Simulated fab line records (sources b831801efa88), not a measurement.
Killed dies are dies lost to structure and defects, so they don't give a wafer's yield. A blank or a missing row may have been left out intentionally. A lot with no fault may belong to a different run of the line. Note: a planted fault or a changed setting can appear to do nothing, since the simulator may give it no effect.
The tool behind it: which one? :: flow gf180mcu :: 6 lots with 18 wafers sampled at 3 steps, on a route of 602 steps

== WHAT EACH GAUGE READ, for each wafer ==
GF_LVPWELL_TW_MEAS_11.
lot: L361
measured: day 4 04:48
on: film-metro-04
LVPWELL_TW: 563 565 564

lot: L365
measured: day 5 03:07
on: film-metro-02
LVPWELL_TW: 551 551 550

lot: L367
measured: day 5 12:21
on: film-metro-01
LVPWELL_TW: 621 619 619

lot: L370
measured: day 6 05:47
on: film-metro-01
LVPWELL_TW: 561 564 564

lot: L380
measured: day 8 21:15
on: film-metro-04
LVPWELL_TW: 559 562 564

lot: L383
measured: day 9 09:16
on: film-metro-02
LVPWELL_TW: 553 551 557

== TOOL THAT RAN EACH LOT (tool first, then ch and the chambers of the sampled wafers, then the start) ==
lot: L361
GF_STI_STRIP_15: plasma-asher-02 ch 0,1, day 2 07:53
GF_LVPWELL_IMPLANT_08: implanter-04 ch 0, day 4 04:25

lot: L365
GF_STI_STRIP_15: plasma-asher-04 ch 0,1, day 3 04:29
GF_LVPWELL_IMPLANT_08: implanter-04 ch 0, day 5 02:42

lot: L367
GF_STI_STRIP_15: plasma-asher-02 ch 0,1, day 3 13:34
GF_LVPWELL_IMPLANT_08: implanter-02 ch 0, day 5 11:57

lot: L370
GF_STI_STRIP_15: plasma-asher-02 ch 0,1, day 4 05:05
GF_LVPWELL_IMPLANT_08: implanter-04 ch 0, day 6 05:23

lot: L380
GF_STI_STRIP_15: plasma-asher-02 ch 0,1, day 6 15:07
GF_LVPWELL_IMPLANT_08: implanter-03 ch 0, day 8 20:51

lot: L383
GF_STI_STRIP_15: plasma-asher-03 ch 0,1, day 7 01:50
GF_LVPWELL_IMPLANT_08: implanter-02 ch 0, day 9 08:52
- GF_STI_STRIP_15: strips in O2/N2.
- GF_LVPWELL_IMPLANT_08

== THE ANSWER, worked out from the rows above alone ==
Rule: what is usual is taken from the lots themselves. The widest of any qualifying gaps counts: lots, ordered by their means at a reading, are off when they make up no more than a third of the lots, leave a main group of 4 or more, and stand apart from it by 3 or more times the standard deviation of that group's means. If all means in a main group match to the digits the tables above print for the reading, that group is not used. A lot without any number at a reading at which 4 lots or more have one is off too. Where the step has rows for the other lots, those lots are counted as sound.
Off: at GF_LVPWELL_TW_MEAS_11 (LVPWELL_TW), L367. The main group has a mean of 559 with a standard deviation of 5.4.
If a tool, at a process step before that reading, ran all the lots that are off and no sound lot after the first of them, it fits. The gauges at GF_LVPWELL_TW_MEAS_11 are tried like those tools. No candidate that was tried fits.

== WHAT WAS PUT IN BY THE SIMULATOR ==
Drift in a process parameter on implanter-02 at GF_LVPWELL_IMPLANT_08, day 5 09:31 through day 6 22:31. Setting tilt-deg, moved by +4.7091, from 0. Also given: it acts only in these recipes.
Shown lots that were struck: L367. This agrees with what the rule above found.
